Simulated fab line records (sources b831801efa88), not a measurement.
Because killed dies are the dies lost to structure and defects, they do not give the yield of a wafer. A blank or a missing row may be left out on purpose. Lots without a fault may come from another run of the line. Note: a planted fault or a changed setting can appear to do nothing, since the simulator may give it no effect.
Comparing a struck lot with a sound one -- flow sky130 -- 17 out of 708 route steps
Sound: these wafers, L320.2, L320.4, L320.5. Wafers struck: L314.3, L314.4. At the end, the cause is stated.
For every step that has rows: the tool of each side, followed by ch and its chambers, followed by its first start. Under that, the readings that differ: sound wafers -- struck wafers -- difference of the means -- sigmas: that difference in standard deviations of wafers without a fault.
alike: a reading whose means differ by less than 2 such deviations, as well as words and numbers matching on both sides. not compared: withheld readings; readings where some wafer has no value; bounds like >300 that might hide an equal value; numbers whose values overlap and for which the record gives no deviation.
Wherever a step has rows on one side only, a row that says differs or no value, or a row with sigmas, the two part there. Non-overlapping numbers with no deviation appear without sigmas and do not part them. A reading missing from all wafers of one side parts the sides only when that side holds two or more wafers.

SKY_LDD_HVN_OVL_MEAS_07:
  sound: overlay-02 at day 28 16:40; struck: overlay-02 at day 25 22:32
  alike: LDD_HVN_OVL
after that, 1 step had no rows for these wafers: SKY_LDD_HVN_IMPLANT_08.
SKY_LDD_HVN_STRIP_09: strips in O2/N2.
  sound on plasma_asher-02 ch 0,1, day 28 16:51; struck on plasma_asher-02 ch 0,1, day 25 22:44
  alike: chamber_pressure_mTorr, drypump_motor_current_A, oes_product_au, strip_time_to_endpoint_s
  not compared: rf_hours_counter_h
SKY_LDD_HVN_TW_MEAS_10:
  sound: film_metro-02 at day 28 16:58; struck: film_metro-04 at day 25 22:49
reading,sound,struck,difference,sigmas
LDD_HVN_TW,1462 1451 1456,1413 1418,-41,-3
then, 7 steps without rows for these wafers: SKY_LDD_HVP_DEHYDRATE_00 (time 60 s); SKY_LDD_HVP_HMDS_01 (prime time 60 s); SKY_LDD_HVP_COAT_02 (resist thk 300 nm); SKY_LDD_HVP_SOFTBAKE_03 (time 60 s); SKY_LDD_HVP_EXPOSE_04 (exposes mask HVPTM, target cd 700 nm); SKY_LDD_HVP_PEB_05; SKY_LDD_HVP_DEVELOP_06 (develop time 60 s).
SKY_LDD_HVP_OVL_MEAS_07:
  sound: overlay-02 at day 29 20:31; struck: overlay-02 at day 27 03:59
  alike: LDD_HVP_OVL
SKY_LDD_HVP_IMPLANT_08:
  sound on implanter-04 ch 0, day 29 20:35; struck on implanter-03 ch 0, day 27 04:03
reading,sound,struck,difference,sigmas
beam_on_s (s),10.27 9.78 9.99,11.67 11.84,+1.74,+8
faraday_current_uA,93.8 98.0 95.6,81.9 81.1,-14.3,-7
SKY_LDD_HVP_STRIP_09: strips in O2/N2.
  sound on plasma_asher-01 ch 0,1, day 29 20:42; struck on plasma_asher-03 ch 0,1, day 27 04:11
  alike: chamber_pressure_mTorr, drypump_motor_current_A, oes_product_au, strip_time_to_endpoint_s
  not compared: rf_hours_counter_h
SKY_LDD_HVP_TW_MEAS_10:
  sound: film_metro-02 at day 29 20:49; struck: film_metro-02 at day 27 04:16
reading,sound,struck,difference,sigmas
LDD_HVP_TW,460 459 458,487 487,+28,+7
then, 1 step without rows for these wafers: SKY_LDD_LDN_DEHYDRATE_00 (time 60 s).
-- a jump in the record: the struck wafers' starts before and after are 22 days apart (it breaks off in module LDD_LDN and resumes in module PAD_OPEN, where the first step shown is number 708 of the route) --
SKY_PAD_OPEN_PROBE_99:
  sound: prober-01 at day 51 02:11; struck: prober-02 at day 49 13:02
reading,sound,struck,difference,sigmas
model.etest.tip_p_5v.rs_ohm_sq,2853 2839 2855,2492 2500,-353,
  alike: killed_at_M0_to_M3, killed_at_M4_up, killed_at_contacts, killed_at_front_end, killed_dies, killed_open, killed_short

WHERE THEY PART
Earliest at SKY_LDD_HVN_TW_MEAS_10; latest, in this record, at SKY_LDD_HVP_TW_MEAS_10. Later steps at which nothing parts them and some readings are alike: SKY_PAD_OPEN_PROBE_99.

WHY: whatever the simulator had introduced
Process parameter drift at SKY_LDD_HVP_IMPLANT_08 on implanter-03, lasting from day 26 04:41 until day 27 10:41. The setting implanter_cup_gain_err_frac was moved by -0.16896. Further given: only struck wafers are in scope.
